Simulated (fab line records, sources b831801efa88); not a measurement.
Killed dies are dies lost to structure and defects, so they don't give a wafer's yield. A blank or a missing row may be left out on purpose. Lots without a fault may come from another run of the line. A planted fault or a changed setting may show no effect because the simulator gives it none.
fab line records | flow sky130
record lots=13 wafers=39 last_day=50
route steps=708 shown CONTACT@408 VIA4@660 METAL5@663 PAD_OPEN@702
lots that met no fault: from a run of the same line without faults
start_h: hours from the record's first day to the start of the lot's first wafer shown | wait_h: hours since the lot's step before | " the same as in the row above | L1.1+2: a row that stands for several wafers | - no value, or no start given | * or withheld: withheld | < > ~ a bound
route shown NAME@n: a module of which the file shows steps, and the number in the route of the first | usual: mean/standard deviation of fault-free wafers | same: alike in all rows | chamber/n: place in a boat | sites: the reading at each site | _std_site: their standard deviation | _edge_site: outer sites' mean less inner sites' | radius_mm: how far each site lies from the wafer's centre | mask NAME#n: copy n | behind: the tool/chamber that last shaped the wafer | hold: why the lot was held/for how many hours/how that ended | device: the transistor (n, p or np) that didn't switch | end of line: the same wafers' tests at the end of the route | a step without rows: its recipe alone | killed: dies lost to structure and defects at the first sort, not the wafer's yield | map: a wafer's dies, x killed, . not, _ none there
set.NAME: the setting as run; set.NAME@STEP: as run at that earlier step | model.NAME: the simulator's own value behind a step, which no gauge read
steps of the route over a sample of lots; a table a step, a row a wafer
services: from which hour (start_h, from the record's first day; less than 0 if before it) a tool's chamber was out of use, for how many hours, and why
## steps
# step SKY_CONTACT_HDPCVD_02
# recipe material=SiO2 target_thk_nm=565 sigma_open_frac=0.3 time_s=94.2 temp_c=600 sih4_flow_sccm=60 pressure_mtorr=6
# usual susceptor_temp_C=600.01/0.27
# columns lot.wafer tool chamber start_h wait_h susceptor_temp_C
L516.1 hdpcvd-01 1 704.78 0.1 599.93
L516.4 " 2 " " 600.42
L516.6 " 1 " " 599.81
L517.2 hdpcvd-02 1 711.99 0.0 600.58
L517.5 " 0 " " 599.97
L517.6 " 2 " " 600.48
L519.2 hdpcvd-02 0 727.31 0.0 600.23
L519.4 " 1 " " 600.23
L519.6 " 0 " " 599.95
L522.1 hdpcvd-01 0 763.56 0.1 600.20
L522.5 " 1 " " 599.95
L522.6 " 0 " " 599.97
L523.2 hdpcvd-02 1 772.54 0.0 599.97
L523.3 " 2 " " 599.64
L523.5 " 1 " " 600.19
L525.1 hdpcvd-01 1 777.73 0.1 599.93
L525.5 " 0 " " 600.03
L525.6 " 2 " " 600.07
L524.1 hdpcvd-02 0 778.84 0.1 600.00
L524.2 " 2 " " 600.46
L524.5 " 0 " " 600.09
L528.3 hdpcvd-02 1 804.66 0.0 599.75
L528.4 " 1 " " 600.04
L528.5 " 2 " " 600.01
L532.2 hdpcvd-01 0 830.17 0.0 599.88
L532.3 " 1 " " 599.73
L532.5 " 1 " " 600.24
L534.4 hdpcvd-01 1 848.54 0.1 599.68
L534.5 " 1 " " 599.60
L534.6 " 0 " " 600.22
L537.2 hdpcvd-02 2 881.60 0.0 600.16
L537.4 " 1 " " 599.78
L537.5 " 2 " " 600.22
L538.1 hdpcvd-01 0 882.75 0.1 599.77
L538.2 " 2 " " 599.87
L538.5 " 1 " " 599.90
L539.3 hdpcvd-02 2 883.70 0.0 599.55
L539.5 " 0 " " 600.15
L539.6 " 2 " " 600.27
# step SKY_VIA4_CMP_21
# recipe stop_on=SiO2 t_overpolish_s=25 down_force_psi=3.5 platen_rpm=60 target_thk_nm=0 pad_velocity_m_s=0.94248
# usual head_pressure_psi=3.500/0.008 motor_current_A=11.2/1.4 overpolish_run_s=25.000/0.0099 time_to_endpoint_s=127/6
# columns lot.wafer tool chamber start_h wait_h head_pressure_psi motor_current_A overpolish_run_s time_to_endpoint_s
L516.1 cmp-01 2 999.61 0.1 3.504 11.7 24.999 121
L516.4 " 3 " " 3.498 10.4 25.010 117
L516.6 " 0 " " 3.492 12.5 25.011 124
L517.2 cmp-02 0 1007.01 0.2 3.502 11.9 24.991 135
L517.5 " 1 " " 3.500 10.7 24.998 136
L517.6 " 2 " " 3.485 12.3 25.000 131
L519.2 cmp-02 1 1022.23 0.2 3.491 10.2 25.002 129
L519.4 " 3 " " 3.484 8.8 24.998 125
L519.6 " 1 " " 3.490 10.8 25.008 133
L522.1 cmp-02 2 1049.28 0.2 3.497 12.1 24.982 134
L522.6 " 3 " " 3.492 8.2 25.013 127
L522.5 " 0 " " 3.495 11.0 24.990 141
L523.2 cmp-02 1 1057.87 0.0 3.496 10.9 24.991 123
L523.3 " 3 " " 3.509 9.0 24.985 120
L523.5 " 1 " " 3.499 10.1 24.987 130
L525.1 cmp-02 2 1062.35 0.2 3.478 11.9 25.004 127
L525.5 " 3 " " 3.509 8.9 24.999 127
L525.6 " 0 " " 3.483 11.4 25.005 136
L524.2 cmp-01 0 1064.72 0.1 3.503 13.6 25.014 118
L524.1 " 2 " " 3.500 11.6 24.986 126
L524.5 " 3 " " 3.508 10.4 25.000 124
L528.3 cmp-01 1 1084.10 0.3 3.502 12.9 25.004 132
L528.4 " 2 " " 3.505 12.0 25.001 126
L528.5 " 2 " " 3.501 12.1 24.994 126
L532.3 cmp-02 0 1104.69 0.0 3.509 11.3 24.988 140
L532.2 " 2 " " 3.503 11.9 24.988 138
L532.5 " 0 " " 3.505 11.6 25.008 140
L534.4 cmp-01 3 1115.68 0.1 3.500 10.5 24.978 126
L534.5 " 2 " " 3.503 11.6 25.005 130
L534.6 " 3 " " 3.500 10.3 25.014 123
L537.4 cmp-01 0 1141.96 0.1 3.492 13.8 25.006 130
L537.2 " 1 " " 3.481 12.1 25.002 131
L537.5 " 3 " " 3.501 10.9 25.000 125
L538.1 cmp-01 2 1142.94 0.1 3.493 11.5 25.015 132
L538.2 " 3 " " 3.501 10.3 25.000 123
L538.5 " 2 " " 3.494 11.1 24.990 126
L539.3 cmp-01 1 1144.80 0.2 3.507 12.6 25.010 127
L539.5 " 0 " " 3.496 12.6 24.983 121
L539.6 " 1 " " 3.495 13.0 24.987 123
# step SKY_METAL5_SPUTTER_02
# recipe material=AlCu target_thk_nm=1150 power_w=10600 time_s=61.2 chamber_pressure_pa=0.4
# usual throttle_valve_pct=29.6/0.96
# columns lot.wafer tool chamber start_h wait_h throttle_valve_pct
L516.1 pvd_sputter-04 - 999.86 0.0 30.2
L516.4 " - " " 30.2
L516.6 " - " " 31.2
L517.2 pvd_sputter-03 - 1007.21 0.0 28.9
L517.5 " - " " 30.7
L517.6 " - " " 28.2
L519.2 pvd_sputter-03 - 1022.57 0.0 29.0
L519.4 " - " " 27.9
L519.6 " - " " 30.4
L522.1 pvd_sputter-01 - 1049.49 0.0 30.2
L522.5 " - " " 29.9
L522.6 " - " " 29.8
L523.2 pvd_sputter-01 - 1058.22 0.0 29.8
L523.3 " - " " 29.9
L523.5 " - " " 30.3
L525.1 pvd_sputter-01 - 1062.55 0.0 27.9
L525.5 " - " " 28.0
L525.6 " - " " 30.2
L524.1 pvd_sputter-04 - 1065.02 0.0 31.1
L524.2 " - " " 29.9
L524.5 " - " " 30.8
L528.3 pvd_sputter-01 - 1084.45 0.0 30.1
L528.4 " - " " 29.8
L528.5 " - " " 29.7
L532.2 pvd_sputter-03 - 1105.04 0.0 28.7
L532.3 " - " " 28.1
L532.5 " - " " 28.4
L534.4 pvd_sputter-03 - 1115.98 0.0 29.1
L534.5 " - " " 28.4
L534.6 " - " " 29.1
L537.2 pvd_sputter-04 - 1142.21 0.0 30.9
L537.4 " - " " 30.4
L537.5 " - " " 29.4
L538.1 pvd_sputter-03 - 1143.24 0.0 30.7
L538.2 " - " " 29.1
L538.5 " - " " 31.0
L539.3 pvd_sputter-03 - 1145.09 0.0 28.7
L539.5 " - " " 28.9
L539.6 " - " " 28.7
# step SKY_PAD_OPEN_STRIP_08
# recipe chemistry=O2/N2 power_w=1400 pressure_mtorr=1500 platen_temp_c=withheld overash_fraction=0.7 o2_flow_sccm=3000 n2_flow_sccm=300
# usual drypump_motor_current_A=5.9/0.49 oes_product_au=0.663/0.0044 strip_time_to_endpoint_s=37.04/0.084
# columns lot.wafer tool chamber start_h wait_h drypump_motor_current_A oes_product_au rf_hours_counter_h strip_time_to_endpoint_s
L516.1 plasma_asher-02 1 1068.26 0.1 5.7 0.668 66 37.05
L516.4 " 1 " " 5.7 0.658 - 36.99
L516.6 " 0 " " 4.9 0.663 - 37.15
L517.2 plasma_asher-02 1 1073.31 0.1 5.7 0.668 66 37.12
L517.5 " 1 " " 5.7 0.667 - 37.09
L517.6 " 0 " " 4.9 0.665 - 37.03
L519.2 plasma_asher-03 0 1088.63 0.1 6.0 0.660 92 36.98
L519.4 " 0 " " 6.0 0.659 - 36.99
L519.6 " 0 " " 6.0 0.658 - 36.94
L522.1 plasma_asher-02 0 1112.81 0.1 4.9 0.665 70 36.99
L522.5 " 0 " " 4.9 0.668 - 36.93
L522.6 " 1 " " 5.7 0.657 - 36.95
L523.2 plasma_asher-01 1 1121.43 0.1 6.3 0.663 5 37.10
L523.3 " 1 " " 6.3 0.666 - 37.12
L523.5 " 0 " " 6.2 0.660 - 36.92
L525.1 plasma_asher-03 1 1124.65 0.1 5.7 0.668 96 37.00
L525.5 " 1 " " 5.7 0.658 - 37.02
L525.6 " 0 " " 6.0 0.662 - 37.12
L524.1 plasma_asher-01 0 1127.66 0.1 6.2 0.665 6 37.03
L524.2 " 1 " " 6.3 0.659 6 37.07
L524.5 " 1 " " 6.3 0.655 - 37.00
L528.3 plasma_asher-01 0 1145.20 0.1 6.2 0.657 - 37.11
L528.4 " 1 " " 6.3 0.659 - 37.19
L528.5 " 1 " " 6.3 0.661 - 37.15
L532.2 plasma_asher-01 1 1162.41 0.1 6.3 0.662 10 37.07
L532.3 " 1 " " 6.3 0.656 - 37.09
L532.5 " 1 " " 6.3 0.657 - 36.94
L534.4 plasma_asher-02 0 1172.37 0.1 4.8 0.663 - 37.04
L534.5 " 0 " " 4.9 0.668 - 36.96
L534.6 " 1 " " 5.7 0.662 - 36.93
L537.2 plasma_asher-01 1 1192.50 0.1 6.3 0.675 13 37.04
L537.4 " 1 " " 6.3 0.662 - 37.03
L537.5 " 1 " " 6.3 0.659 - 37.09
L538.1 plasma_asher-01 0 1193.86 0.1 6.2 0.663 13 37.02
L538.2 " 1 " " 6.4 0.657 13 37.05
L538.5 " 0 " " 6.2 0.669 - 37.14
L539.3 plasma_asher-01 0 1196.83 0.1 6.2 0.672 - 37.10
L539.5 " 1 " " 6.3 0.658 - 37.17
L539.6 " 0 " " 6.2 0.659 - 37.12
# step SKY_PAD_OPEN_PROBE_99
# usual killed_at_M0_to_M3=42/7.4 killed_at_M4_up=3.3/2.1 killed_at_contacts=24/5.3 killed_at_front_end=15/4.5 killed_at_other=0.3/0.57 killed_dies=84/10 killed_open=46/7.5 killed_short=38/6.4
# same gross_dies=492 killed_at_back_side=0
# columns lot.wafer tool chamber start_h wait_h hold killed_at_M0_to_M3 killed_at_M4_up killed_at_contacts killed_at_front_end killed_at_other killed_dies killed_open killed_short
L516.1 prober-02 - 1070.48 0.1 - 36 2 17 13 1 69 28 40
L516.4 prober-02 - 1070.63 0.2 - 39 4 16 17 1 77 49 28
L516.6 prober-02 - 1070.73 0.2 - 41 3 25 11 1 81 39 39
L517.2 prober-01 - 1075.64 0.1 - 39 1 28 12 0 80 49 31
L517.5 prober-01 - 1075.79 0.2 - 50 9 30 19 0 108 59 48
L517.6 prober-01 - 1075.84 0.2 - 43 3 25 14 0 85 53 32
L519.2 prober-01 - 1091.30 0.1 - 45 0 26 18 1 90 48 42
L519.4 prober-01 - 1091.40 0.2 - 46 5 20 15 0 86 44 40
L519.6 prober-01 - 1091.50 0.2 - 55 5 20 15 0 95 59 36
L522.1 prober-02 - 1115.03 0.1 - 27 1 22 14 0 64 43 21
L522.5 prober-02 - 1115.23 0.2 - 36 1 19 21 0 77 39 36
L522.6 prober-02 - 1115.28 0.2 - 46 2 21 19 0 88 58 30
L523.2 prober-01 - 1123.70 0.1 await_dispo/4.1h/release 45 4 55 17 0 121 48 43
L523.3 prober-01 - 1123.75 0.2 await_dispo/4.1h/release 35 3 90 13 0 141 44 31
L523.5 prober-01 - 1123.85 0.2 await_dispo/4.1h/release 52 3 48 16 0 119 48 41
L525.1 prober-02 - 1126.90 0.1 - 50 4 18 19 0 91 46 45
L525.5 prober-02 - 1127.10 0.2 - 46 0 18 19 0 83 53 30
L525.6 prober-02 - 1127.15 0.2 - 37 3 22 24 0 86 55 31
L524.1 prober-01 - 1129.93 0.1 await_dispo/4.4h/release 42 5 82 19 0 148 51 50
L524.2 prober-01 - 1129.98 0.1 await_dispo/4.4h/release 35 9 75 10 0 129 37 35
L524.5 prober-01 - 1130.13 0.2 await_dispo/4.4h/release 33 2 71 9 0 115 38 27
L528.3 prober-02 - 1147.51 0.2 await_dispo/3.2h/release 48 3 56 15 0 122 51 41
L528.4 prober-02 - 1147.56 0.2 await_dispo/3.2h/release 49 0 52 17 0 118 43 46
L528.5 prober-02 - 1147.61 0.2 await_dispo/3.2h/release 63 1 81 11 0 156 56 42
L532.2 prober-01 - 1164.67 0.1 - 39 4 25 11 0 79 43 36
L532.3 prober-01 - 1164.72 0.2 - 29 5 30 17 2 83 44 37
L532.5 prober-01 - 1164.82 0.2 - 39 0 32 25 0 96 51 44
L534.4 prober-01 - 1174.71 0.2 - 47 4 27 9 1 88 55 32
L534.5 prober-01 - 1174.76 0.2 - 37 2 16 13 3 71 34 35
L534.6 prober-01 - 1174.81 0.2 - 44 1 24 15 1 85 45 39
L537.2 prober-02 - 1195.27 0.1 - 41 2 26 18 0 87 51 36
L537.4 prober-02 - 1195.37 0.2 - 32 3 35 14 0 84 51 33
L537.5 prober-02 - 1195.42 0.2 - 30 4 23 26 0 83 47 36
L538.1 prober-01 - 1196.08 0.1 - 38 1 22 16 0 77 47 30
L538.2 prober-01 - 1196.13 0.1 - 37 3 22 12 0 74 38 36
L538.5 prober-01 - 1196.28 0.2 - 43 3 39 15 1 101 55 46
L539.3 prober-02 - 1199.15 0.2 - 23 6 19 16 0 64 35 29
L539.5 prober-02 - 1199.25 0.2 - 45 6 23 15 0 89 44 45
L539.6 prober-02 - 1199.30 0.2 - 59 1 33 19 0 112 71 41
# killed by level:class
L516.1 VIA1:geometric_particle:short=8 CONTACT:geometric_particle:short=6 FIELD_ISO:geometric_particle:short=5 VIA2:geometric_particle:open=5 VIA1:geometric_particle:open=5 METAL3:geometric_particle:short=4 LI_CONTACT:geometric_particle:open=3 LOCAL_INTERCONNECT:geometric_particle:short=3
L516.4 VIA3:geometric_particle:open=9 VIA1:geometric_particle:open=8 LI_CONTACT:geometric_particle:open=7 VIA2:geometric_particle:open=7 FIELD_ISO:geometric_particle:open=6 CONTACT:geometric_particle:open=4 POLY_GATE:geometric_particle:open=4 LOCAL_INTERCONNECT:geometric_particle:short=4
L516.6 CONTACT:geometric_particle:open=7 CONTACT:geometric_particle:short=7 METAL1:geometric_particle:short=7 LI_CONTACT:geometric_particle:open=6 VIA1:geometric_particle:open=6 VIA2:geometric_particle:open=6 VIA3:geometric_particle:open=5 METAL2:geometric_particle:short=5
L517.2 VIA1:geometric_particle:open=13 CONTACT:geometric_particle:open=11 LOCAL_INTERCONNECT:geometric_particle:short=6 VIA2:geometric_particle:open=6 METAL2:geometric_particle:short=5 FIELD_ISO:geometric_particle:open=4 VIA3:geometric_particle:open=4 FIELD_ISO:geometric_particle:short=3
L517.5 CONTACT:geometric_particle:open=11 VIA3:geometric_particle:open=11 LI_CONTACT:geometric_particle:open=10 METAL2:geometric_particle:short=9 VIA1:geometric_particle:open=6 VIA2:geometric_particle:open=6 VIA3:geometric_particle:short=6 LOCAL_INTERCONNECT:geometric_particle:short=5
L517.6 VIA1:geometric_particle:open=11 LI_CONTACT:geometric_particle:open=10 VIA3:geometric_particle:open=6 CONTACT:geometric_particle:open=6 FIELD_ISO:geometric_particle:open=5 METAL1:geometric_particle:short=5 METAL2:geometric_particle:short=5 LOCAL_INTERCONNECT:geometric_particle:short=4
L519.2 VIA2:geometric_particle:open=12 VIA1:geometric_particle:open=9 CONTACT:geometric_particle:open=9 CONTACT:geometric_particle:short=7 METAL2:geometric_particle:short=6 LOCAL_INTERCONNECT:geometric_particle:short=5 FIELD_ISO:geometric_particle:open=4 POLY_GATE:geometric_particle:short=4
L519.4 VIA1:geometric_particle:open=12 VIA2:geometric_particle:open=6 CONTACT:geometric_particle:open=5 LI_CONTACT:geometric_particle:short=4 LOCAL_INTERCONNECT:geometric_particle:short=4 METAL1:geometric_particle:open=4 CONTACT:geometric_particle:short=4 METAL1:geometric_particle:short=4
L519.6 VIA1:geometric_particle:open=15 VIA2:geometric_particle:open=10 CONTACT:geometric_particle:open=8 METAL2:geometric_particle:short=6 LI_CONTACT:geometric_particle:open=5 VIA1:geometric_particle:short=5 VIA3:geometric_particle:open=5 VIA3:geometric_particle:short=4
L522.1 VIA1:geometric_particle:open=8 CONTACT:geometric_particle:open=7 LI_CONTACT:geometric_particle:open=6 VIA2:geometric_particle:open=6 VIA3:geometric_particle:open=6 POLY_GATE:geometric_particle:short=5 POLY_GATE:geometric_particle:open=4 FIELD_ISO:geometric_particle:short=3
L522.5 VIA2:geometric_particle:open=9 CONTACT:geometric_particle:open=9 VIA1:geometric_particle:open=8 FIELD_ISO:geometric_particle:short=5 POLY_GATE:geometric_particle:short=5 METAL3:geometric_particle:short=5 FIELD_ISO:geometric_particle:open=4 METAL2:geometric_particle:short=4
L522.6 VIA1:geometric_particle:open=14 VIA3:geometric_particle:open=9 FIELD_ISO:geometric_particle:open=8 LI_CONTACT:geometric_particle:open=7 CONTACT:geometric_particle:open=7 VIA3:geometric_particle:short=6 CONTACT:geometric_particle:short=5 METAL1:geometric_particle:short=4
L523.2 CONTACT:unspecified=30 VIA1:geometric_particle:open=12 METAL2:geometric_particle:short=10 LI_CONTACT:geometric_particle:open=8 CONTACT:geometric_particle:open=8 METAL1:geometric_particle:short=5 POLY_GATE:geometric_particle:open=4 POLY_GATE:geometric_particle:short=4
L523.3 CONTACT:unspecified=66 CONTACT:geometric_particle:open=7 VIA2:geometric_particle:open=7 LI_CONTACT:geometric_particle:open=6 VIA3:geometric_particle:open=6 FIELD_ISO:geometric_particle:open=5 METAL1:geometric_particle:short=5 CONTACT:geometric_particle:short=4
L523.5 CONTACT:unspecified=30 VIA1:geometric_particle:open=13 VIA2:geometric_particle:open=10 CONTACT:geometric_particle:open=7 VIA3:geometric_particle:open=6 FIELD_ISO:geometric_particle:open=5 LOCAL_INTERCONNECT:geometric_particle:short=5 VIA1:geometric_particle:short=4
L525.1 VIA1:geometric_particle:open=12 METAL2:geometric_particle:short=8 VIA3:geometric_particle:open=8 VIA2:geometric_particle:open=7 FIELD_ISO:geometric_particle:short=6 LI_CONTACT:geometric_particle:open=6 VIA3:geometric_particle:short=5 FIELD_ISO:geometric_particle:open=4
L525.5 VIA1:geometric_particle:open=10 LI_CONTACT:geometric_particle:open=9 VIA3:geometric_particle:open=9 VIA2:geometric_particle:open=7 FIELD_ISO:geometric_particle:open=5 FIELD_ISO:geometric_particle:short=4 POLY_GATE:geometric_particle:open=4 VIA1:geometric_particle:short=4
L525.6 VIA2:geometric_particle:open=10 LI_CONTACT:geometric_particle:open=9 VIA1:geometric_particle:open=8 FIELD_ISO:geometric_particle:open=6 SPACER:geometric_particle:open=5 CONTACT:geometric_particle:open=5 FIELD_ISO:geometric_particle:short=4 POLY_GATE:geometric_particle:open=4
L524.1 CONTACT:unspecified=47 CONTACT:geometric_particle:open=15 VIA1:geometric_particle:open=11 METAL1:geometric_particle:short=9 CONTACT:geometric_particle:short=7 FIELD_ISO:geometric_particle:short=6 LOCAL_INTERCONNECT:geometric_particle:short=6 LI_CONTACT:geometric_particle:open=5
L524.2 CONTACT:unspecified=57 CONTACT:geometric_particle:open=8 VIA1:geometric_particle:open=8 METAL4:geometric_particle:short=6 VIA3:geometric_particle:open=6 VIA1:geometric_particle:short=5 FIELD_ISO:geometric_particle:short=4 LI_CONTACT:geometric_particle:open=4
L524.5 CONTACT:unspecified=50 CONTACT:geometric_particle:open=9 VIA1:geometric_particle:open=9 VIA3:geometric_particle:open=6 LI_CONTACT:geometric_particle:open=5 CONTACT:geometric_particle:short=4 VIA2:geometric_particle:open=4 VIA1:geometric_particle:short=4
L528.3 CONTACT:unspecified=30 CONTACT:geometric_particle:open=10 VIA1:geometric_particle:open=9 METAL1:geometric_particle:short=7 VIA3:geometric_particle:open=6 VIA2:geometric_particle:open=6 LI_CONTACT:geometric_particle:open=5 CONTACT:geometric_particle:short=5
L528.4 CONTACT:unspecified=29 VIA1:geometric_particle:open=12 METAL1:geometric_particle:short=10 FIELD_ISO:geometric_particle:open=8 LI_CONTACT:geometric_particle:short=7 VIA2:geometric_particle:open=6 CONTACT:geometric_particle:short=4 CONTACT:geometric_particle:open=4
L528.5 CONTACT:unspecified=58 VIA1:geometric_particle:open=16 METAL1:geometric_particle:short=11 LI_CONTACT:geometric_particle:open=10 VIA2:geometric_particle:open=8 VIA3:geometric_particle:open=6 LOCAL_INTERCONNECT:geometric_particle:short=5 CONTACT:geometric_particle:open=5
L532.2 LI_CONTACT:geometric_particle:open=10 VIA1:geometric_particle:open=7 CONTACT:geometric_particle:open=6 VIA2:geometric_particle:open=6 METAL1:geometric_particle:short=5 FIELD_ISO:geometric_particle:short=4 METAL2:geometric_particle:short=4 METAL4:geometric_particle:short=4
L532.3 LI_CONTACT:geometric_particle:open=12 CONTACT:geometric_particle:open=10 VIA1:geometric_particle:open=9 FIELD_ISO:geometric_particle:short=8 CONTACT:geometric_particle:short=5 METAL3:geometric_particle:short=4 METAL4:geometric_particle:short=4 POLY_GATE:geometric_particle:open=3
L532.5 CONTACT:geometric_particle:open=10 LI_CONTACT:geometric_particle:open=9 FIELD_ISO:geometric_particle:short=8 VIA3:geometric_particle:open=8 VIA1:geometric_particle:short=8 VIA2:geometric_particle:open=8 CONTACT:geometric_particle:short=7 FIELD_ISO:geometric_particle:open=4
L534.4 VIA1:geometric_particle:open=12 LI_CONTACT:geometric_particle:open=11 CONTACT:geometric_particle:open=10 VIA1:geometric_particle:short=10 VIA3:geometric_particle:open=9 CONTACT:geometric_particle:short=4 METAL1:geometric_particle:short=4 VIA2:geometric_particle:short=3
L534.5 CONTACT:geometric_particle:open=9 VIA1:geometric_particle:open=6 VIA1:geometric_particle:short=5 CONTACT:geometric_particle:short=5 VIA2:geometric_particle:open=5 METAL1:geometric_particle:short=4 METAL3:geometric_particle:short=4 FIELD_ISO:geometric_particle:short=3
L534.6 VIA1:geometric_particle:open=8 VIA3:geometric_particle:open=8 POLY_GATE:geometric_particle:short=7 METAL2:geometric_particle:short=7 VIA2:geometric_particle:open=7 CONTACT:geometric_particle:short=6 CONTACT:geometric_particle:open=6 LI_CONTACT:geometric_particle:open=4
L537.2 CONTACT:geometric_particle:open=12 VIA3:geometric_particle:open=8 VIA1:geometric_particle:open=8 VIA1:geometric_particle:short=7 FIELD_ISO:geometric_particle:short=5 LI_CONTACT:geometric_particle:open=5 VIA3:geometric_particle:short=5 FIELD_ISO:geometric_particle:open=4
L537.4 CONTACT:geometric_particle:open=16 VIA1:geometric_particle:open=7 LOCAL_INTERCONNECT:geometric_particle:short=6 CONTACT:geometric_particle:short=6 METAL2:geometric_particle:short=6 VIA2:geometric_particle:open=6 FIELD_ISO:geometric_particle:open=5 LI_CONTACT:geometric_particle:open=5
L537.5 FIELD_ISO:geometric_particle:open=10 CONTACT:geometric_particle:open=9 POLY_GATE:geometric_particle:short=7 CONTACT:geometric_particle:short=6 VIA2:geometric_particle:open=6 VIA3:geometric_particle:open=5 LI_CONTACT:geometric_particle:open=4 VIA1:geometric_particle:open=4
L538.1 VIA1:geometric_particle:open=16 CONTACT:geometric_particle:open=10 FIELD_ISO:geometric_particle:short=5 VIA2:geometric_particle:open=5 LI_CONTACT:geometric_particle:open=4 VIA3:geometric_particle:open=4 FIELD_ISO:geometric_particle:open=3 POLY_GATE:geometric_particle:short=3
L538.2 VIA1:geometric_particle:open=10 CONTACT:geometric_particle:open=7 FIELD_ISO:geometric_particle:short=6 METAL2:geometric_particle:short=6 CONTACT:geometric_particle:short=5 LI_CONTACT:geometric_particle:open=4 VIA3:geometric_particle:open=4 VIA2:geometric_particle:open=4
L538.5 CONTACT:geometric_particle:open=15 VIA1:geometric_particle:open=13 LI_CONTACT:geometric_particle:open=9 POLY_GATE:geometric_particle:short=7 VIA1:geometric_particle:short=7 METAL1:geometric_particle:short=6 LOCAL_INTERCONNECT:geometric_particle:short=5 CONTACT:geometric_particle:short=5
L539.3 VIA2:geometric_particle:open=8 CONTACT:geometric_particle:open=7 POLY_GATE:geometric_particle:short=5 LI_CONTACT:geometric_particle:open=5 FIELD_ISO:geometric_particle:open=4 CONTACT:geometric_particle:short=4 VIA1:geometric_particle:open=4 METAL4:geometric_particle:short=4
L539.5 CONTACT:geometric_particle:open=9 METAL1:geometric_particle:short=7 VIA1:geometric_particle:short=7 POLY_GATE:geometric_particle:short=6 LI_CONTACT:geometric_particle:open=6 VIA1:geometric_particle:open=6 VIA2:geometric_particle:open=6 FIELD_ISO:geometric_particle:short=5
L539.6 CONTACT:geometric_particle:open=14 VIA2:geometric_particle:open=13 LI_CONTACT:geometric_particle:open=10 VIA1:geometric_particle:open=10 VIA3:geometric_particle:open=10 VIA1:geometric_particle:short=6 POLY_GATE:geometric_particle:short=5 SONOS_ONO:geometric_particle:short=4
## services
# columns tool chamber start_h hours kind
cmp-01 - 748.80 0.8 repair
hdpcvd-02 1 778.30 13.5 repair
cmp-01 - 795.94 4.1 pm
cmp-01 - 810.89 1.0 repair
plasma_asher-01 - 818.64 16.4 pm
cmp-01 - 858.53 0.3 repair
cmp-01 - 884.17 4.1 pm
cmp-01 - 889.37 1.1 repair
cmp-01 - 916.76 4.0 pm
hdpcvd-02 - 925.95 2.8 pm
hdpcvd-02 - 950.25 15.0 pm
plasma_asher-01 - 957.25 1.2 repair
plasma_asher-01 - 968.18 7.1 repair
cmp-01 - 992.65 0.4 repair
hdpcvd-02 - 1009.18 14.6 pm
plasma_asher-01 - 1055.35 9.0 pm
cmp-01 - 1081.83 2.0 repair
cmp-01 - 1117.84 1.3 repair
hdpcvd-02 0 1130.02 16.3 repair
hdpcvd-02 - 1151.22 6.0 pm
cmp-01 - 1164.84 4.8 pm
cmp-01 - 1171.36 4.0 pm
cmp-01 - 1172.25 2.5 repair
cmp-01 - 1177.62 1.4 repair
## key
first_sign step=SKY_PAD_OPEN_PROBE_99 reading=killed_at_contacts direction=up sigmas=8.3 usual=24 struck=68
effect step=SKY_PAD_OPEN_PROBE_99 reading=killed_dies direction=up sigmas=4.6 usual=84 struck=130
met_at SKY_CONTACT_HDPCVD_02
struck_lots L523,L524,L528
tester_left_out L523,L524,L528
not_acting_at SKY_VIA4_CMP_21,SKY_METAL5_SPUTTER_02,SKY_PAD_OPEN_STRIP_08
onset_between 727.31 772.54
fault kind=chamber_particle_source tool=hdpcvd-02 chamber=- onset_h=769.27 steps=SKY_CONTACT_HDPCVD_02 rate_per_visit_cm2=1.0971 end_h=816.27
# tester_left_out: of these lots the tester's yield and bins aren't shown, on N5 and GAA mostly nor the transistor test; their killed dies are dies lost to structure and defects alone, not to doping, threshold or leakage, so they don't give the yield
